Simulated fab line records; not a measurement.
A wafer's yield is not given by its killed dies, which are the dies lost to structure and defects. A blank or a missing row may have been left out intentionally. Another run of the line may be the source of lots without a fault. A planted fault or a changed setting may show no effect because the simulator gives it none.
Code-filled problem report in 8D (eight disciplines) form || flow sky130 || the parts of the form that need people (team, actions taken, sign-off) are left out

1. THE PROBLEM
Wafers free of any fault read 0.2850 ohm/sq (standard deviation 0.0027) for LI_CONTACT_W_RS at SKY_LI_CONTACT_RS_MEAS_22, against a mean of 0.2600 ohm/sq on 2 wafers of 2 lots. That is -9.3 standard deviations from the usual mean.
The step: measures by four-point-probe.
First seen on wafer L871.5, day 32 03:25, on film_metro-04. The record holds 35 wafers of 12 lots with a number at this step. Rule for "out" (also "out of limits"): further than 4 standard deviations from the usual mean. The rest of the wafers with a number are treated as sound.

2. WHAT IT IS, AND WHAT IT ISN'T
{"question": "which readings at this step", "is": "LI_CONTACT_W_RS", "is not": "-"}
{"question": "which lots", "is": "L871, L874", "is not": "L863, L864, L876, L878, L880, L882, L883, L884, L885, L886"}
{"question": "which wafers of those lots", "is": "L871.5, L874.1", "is not": "L871.2, L874.4, L874.6"}
{"question": "read on which gauges", "is": "film_metro-02, film_metro-04", "is not": "film_metro-03"}
{"question": "when", "is": "from day 32 03:25", "is not": "up to then (7 sound wafers); but 26 sound wafers of L874, L876, L878, L880, L882, L883, L884, L885, L886 came after"}

3. WHAT RULES OUT EACH SUSPECT
Counting: a tool at a process step up to the reading stays a suspect if it ran every lot that is out. Sound lots after the first of them don't rule it out here, since some wafers of a struck lot are sound.
- ruled out: the gauge at SKY_LI_CONTACT_RS_MEAS_22. The wafers that are out were read on 2 gauges (film_metro-02, film_metro-04).
- rie_diel-02 at SKY_POLY_CUT_ETCH_10 (etches BARC in N2/H2, stops on SiO2, time 45.9 s, target depth 60 nm): kept. It ran every lot that is out, first L871 (day 27 08:04).
- cvd_w-01 at SKY_LI_CONTACT_CVD_21 (deposits W, target thk 400 nm, time 120.56 s): kept. It ran every lot that is out, first L871 (day 32 03:16).
The count leaves cvd_w-01 at SKY_LI_CONTACT_CVD_21 and rie_diel-02 at SKY_POLY_CUT_ETCH_10.

4. THE CAUSE (what the simulator had put in)
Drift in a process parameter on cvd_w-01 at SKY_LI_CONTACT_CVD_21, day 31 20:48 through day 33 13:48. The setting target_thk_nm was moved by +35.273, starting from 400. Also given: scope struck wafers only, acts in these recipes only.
2 suspects survive the count, and this tool is in that group.

5. THE EFFECT CHAIN, in route order
Each row: a reading whose mean over the struck wafers that have a number lies more than 3 standard deviations from the usual. Readings are gone through only where the record gives a usual standard deviation; hours: the median, over the lots, of the time from a lot's start at the first step in this table giving one to that lot's start at this step; sigmas: the change measured in usual standard deviations.
{"hours": 0, "step": "SKY_LI_CONTACT_RS_MEAS_22", "reading": "LI_CONTACT_W_RS", "usual": "0.2850 ohm/sq", "on struck wafers": 0.2600, "change": -0.0250, "sigmas": -9.3}
{"hours": 0, "step": "SKY_LI_CONTACT_THK_MEAS_23", "reading": "LI_CONTACT_W_THK", "usual": "397 nm", "on struck wafers": 434, "change": "+36", "sigmas": "+6.2"}
Later steps that measure or inspect, where all struck wafers having a row at the step show a number for every such reading and not one has moved that far: SKY_CONTACT_THK_MEAS_03.

6. HOW IT WOULD HAVE BEEN CAUGHT EARLIER
Counted from the fault's start at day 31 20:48, it took 7 hours until the first out-of-limits reading at a measuring or inspecting step in this record, taken at day 32 03:25.
No tool reading at SKY_LI_CONTACT_CVD_21 that has a usual standard deviation in the record was out on any struck wafer, so an alarm limit of 4 standard deviations on those readings would not have fired.
Among the 2 lots that are out, L874 began SKY_LI_CONTACT_CVD_21 on cvd_w-01 after day 32 03:25. Holding the tool at that time would have saved it.
